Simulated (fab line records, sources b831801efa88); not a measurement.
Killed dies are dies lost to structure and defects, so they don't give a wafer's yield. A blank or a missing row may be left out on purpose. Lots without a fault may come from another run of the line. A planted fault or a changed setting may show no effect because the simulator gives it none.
Which tool did it? | flow sky130 | 6 lots, 18 wafers sampled, at 2 steps of a route of 708

WHAT THE GAUGES READ, wafer by wafer
SKY_POLY_GATE_THK_MEAS_01.
lot  | measured     | on            | POLY_GATE_CVD_00_THK (nm)
L190 | day 14 05:07 | film_metro-02 | 176.6 177.3 178.0
L193 | day 15 08:04 | film_metro-01 | 181.7 179.6 179.5
L194 | day 15 20:50 | film_metro-02 | 181.7 181.0 180.8
L197 | day 16 05:45 | film_metro-01 | 180.4 181.4 181.5
L200 | day 17 12:34 | film_metro-02 | 178.0 177.9 177.9
L205 | day 19 05:39 | film_metro-03 | 248.6 248.1 247.6

WHICH TOOL RAN EACH LOT (tool, then ch and the chambers of the sampled wafers, then the start)
lot  | SKY_POLY_GATE_CVD_00
L190 | lpcvd-01 ch 1, day 14 03:55
L193 | lpcvd-01 ch 0, day 15 06:52
L194 | lpcvd-01 ch 0, day 15 19:38
L197 | lpcvd-01 ch 0, day 16 04:32
L200 | lpcvd-01 ch 0, day 17 11:22
L205 | lpcvd-01 ch 0, day 19 04:26
- SKY_POLY_GATE_CVD_00: deposits poly-Si, target thk 180 nm, time 720 s.

THE ANSWER, worked out from the rows above alone
Rule: what is usual is taken from the lots themselves. Put in order of their means at a reading, lots are off if they are a third of the lots or fewer, leave a main group of 4 or more, and stand apart from it by a gap of 3 or more times the standard deviation of the main group's means; of several such gaps the widest counts. A main group whose means are all the same, to the digits that the tables above print for the reading, isn't used. A lot without any number at a reading at which 4 lots or more have one is off too. The other lots that the step has rows for count as sound.
Off: L205, at SKY_POLY_GATE_THK_MEAS_01 (POLY_GATE_CVD_00_THK). The main group: mean 179.6 nm, standard deviation 1.6.
A tool fits if, at a process step before that reading, it ran every lot that is off, and no sound lot after the first of them. The gauges at SKY_POLY_GATE_THK_MEAS_01 are tried like those tools. Can't be told from this: 2 tools fit, lpcvd-01 at SKY_POLY_GATE_CVD_00, film_metro-03 at SKY_POLY_GATE_THK_MEAS_01.

WHAT THE SIMULATOR HAD PUT IN
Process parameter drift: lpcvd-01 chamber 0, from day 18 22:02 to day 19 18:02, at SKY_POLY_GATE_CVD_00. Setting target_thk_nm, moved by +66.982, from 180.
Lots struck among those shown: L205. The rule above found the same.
